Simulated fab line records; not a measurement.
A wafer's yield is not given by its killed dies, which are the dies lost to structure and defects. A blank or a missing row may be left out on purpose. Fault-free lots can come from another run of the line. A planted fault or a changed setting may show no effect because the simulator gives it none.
A struck lot beside a sound one | flow sky130 | 43 out of 708 route steps
Sound: these wafers, L495.2, L495.5, L495.6. Struck: wafer L502.1 (L502.2, L502.4, from the same lot, were not struck and are left out); the cause is given at the end.
Order at every step that has rows: each side's tool, ch and its chambers, its first start. Under that, the readings that differ: sound wafers | struck wafers | difference of the means | sigmas: that difference in standard deviations of wafers without a fault.
alike: same words and numbers on both sides, and readings whose means sit less than 2 such deviations apart. not compared: any withheld reading, any reading some wafer has no value for, any bound like >300 that may hide the same value, and any number with overlapping values for which the record gives no deviation.
A row with sigmas, a row that says differs or no value, or rows on one side alone: a step with any of these is where the two part. Numbers that have no deviation but don't overlap get no sigmas and don't part them. A reading that every wafer of one side lacks parts them only if that side has two wafers or more.

first, 3 steps without rows for these wafers: SKY_LDD_N_EXPOSE_04 (exposes mask NTM, target cd 840 nm); SKY_LDD_N_PEB_05; SKY_LDD_N_DEVELOP_06 (develop time 60 s).
SKY_LDD_N_OVL_MEAS_07:
  sound on overlay-02, day 20 08:19; struck on overlay-02, day 22 23:34
  alike: LDD_N_OVL
then, 8 steps without rows for these wafers: SKY_LDD_N_IMPLANT_08; SKY_LDD_N_IMPLANT_09; SKY_LDD_N_IMPLANT_10; SKY_LDD_N_IMPLANT_11; SKY_LDD_N_IMPLANT_12; SKY_LDD_N_IMPLANT_13; SKY_LDD_N_IMPLANT_14; SKY_LDD_N_IMPLANT_15.
SKY_LDD_N_STRIP_16: strips in O2/N2.
  sound on plasmaAsher-01 ch 0,1, day 20 09:33; struck on plasmaAsher-01 ch 1, day 23 00:48
  alike: drypumpMotorCurrentA, oesProductAu, stripTimeToEndpointS
  not compared: rfHoursCounterH
SKY_LDD_N_TW_MEAS_17:
  sound on filmMetro-01, day 20 09:40; struck on filmMetro-04, day 23 00:54
  alike: LDD_N_TW
then, 7 steps without rows for these wafers: SKY_LDD_P_DEHYDRATE_00 (time 60 s); SKY_LDD_P_HMDS_01 (prime time 60 s); SKY_LDD_P_COAT_02 (resist thk 1122 nm); SKY_LDD_P_SOFTBAKE_03 (time 60 s); SKY_LDD_P_EXPOSE_04 (exposes mask PSDM, target cd 380 nm); SKY_LDD_P_PEB_05; SKY_LDD_P_DEVELOP_06 (develop time 60 s).
SKY_LDD_P_CD_MEAS_07 targets a cd of 380 nm.
  sound on cdSem-02, day 21 16:19; struck on cdSem-01, day 24 06:40
  alike: cdNm
SKY_LDD_P_OVL_MEAS_08:
  sound on overlay-01, day 21 16:25; struck on overlay-02, day 24 06:47
  alike: LDD_P_OVL
next, for these wafers, 1 step has no rows: SKY_LDD_P_IMPLANT_09.
SKY_LDD_P_STRIP_10: strips in O2/N2.
  sound on plasmaAsher-02 ch 0,1, day 21 16:36; struck on plasmaAsher-04 ch 0, day 24 06:59
  alike: drypumpMotorCurrentA, oesProductAu, stripTimeToEndpointS
  not compared: rfHoursCounterH
SKY_LDD_P_TW_MEAS_11:
  sound on filmMetro-03, day 21 16:43; struck on filmMetro-01, day 24 07:05
reading  | sound             | struck | difference | sigmas
LDD_P_TW | 628.0 633.0 632.4 | 638.3  | +7.2       | +2
then, 7 steps without rows for these wafers: SKY_LDD_HVN_DEHYDRATE_00 (time 60 s); SKY_LDD_HVN_HMDS_01 (prime time 60 s); SKY_LDD_HVN_COAT_02 (resist thk 300 nm); SKY_LDD_HVN_SOFTBAKE_03 (time 60 s); SKY_LDD_HVN_EXPOSE_04 (exposes mask HVNTM, target cd 700 nm); SKY_LDD_HVN_PEB_05; SKY_LDD_HVN_DEVELOP_06 (develop time 60 s).
SKY_LDD_HVN_OVL_MEAS_07:
  sound on overlay-01, day 22 22:41; struck on overlay-01, day 25 13:01
  alike: LDD_HVN_OVL
next, for these wafers, 1 step has no rows: SKY_LDD_HVN_IMPLANT_08.
SKY_LDD_HVN_STRIP_09: strips in O2/N2.
  sound on plasmaAsher-04 ch 0,1, day 22 22:52; struck on plasmaAsher-03 ch 0, day 25 13:12
reading                  | sound             | struck | difference | sigmas
drypumpMotorCurrentA (A) | 5.0 5.4 5.0       | 6.5    | +1.4       | +2
stripTimeToEndpointS (s) | 4.142 4.124 4.143 | 4.173  | +0.037     | +2
  alike: oesProductAu
  not compared: rfHoursCounterH
SKY_LDD_HVN_TW_MEAS_10:
  sound on filmMetro-03, day 22 22:58; struck on filmMetro-02, day 25 13:18
  alike: LDD_HVN_TW
then, 5 steps without rows for these wafers: SKY_LDD_HVP_DEHYDRATE_00 (time 60 s); SKY_LDD_HVP_HMDS_01 (prime time 60 s); SKY_LDD_HVP_COAT_02 (resist thk 300 nm); SKY_LDD_HVP_SOFTBAKE_03 (time 60 s); SKY_LDD_HVP_EXPOSE_04 (exposes mask HVPTM, target cd 700 nm).
-- record jumps: 24 days separate the struck wafers' starts on either side; left off in module LDD_HVP, taken up again in module PAD_OPEN, whose first shown step is the route's number 708 --
SKY_PAD_OPEN_PROBE_99:
  sound on prober-01, day 47 16:52; struck on prober-02, day 49 09:10
reading          | sound    | struck                  | difference                   | sigmas
hold             | - - -    | awaitDispo/2.8h/release | no value on the sound wafers | 
killedAtFrontEnd | 19 15 13 | 50                      | +34                          | +9
killedDies       | 93 78 79 | 117                     | +34                          | +4
  alike: killed_at_M0_to_M3, killed_at_M4_up, killedAtContacts, killedAtOther, killedOpen, killedShort

## WHERE THEY PART
At SKY_LDD_P_TW_MEAS_11 first; at SKY_PAD_OPEN_PROBE_99 last (within this record only).

WHY: whatever the simulator had introduced
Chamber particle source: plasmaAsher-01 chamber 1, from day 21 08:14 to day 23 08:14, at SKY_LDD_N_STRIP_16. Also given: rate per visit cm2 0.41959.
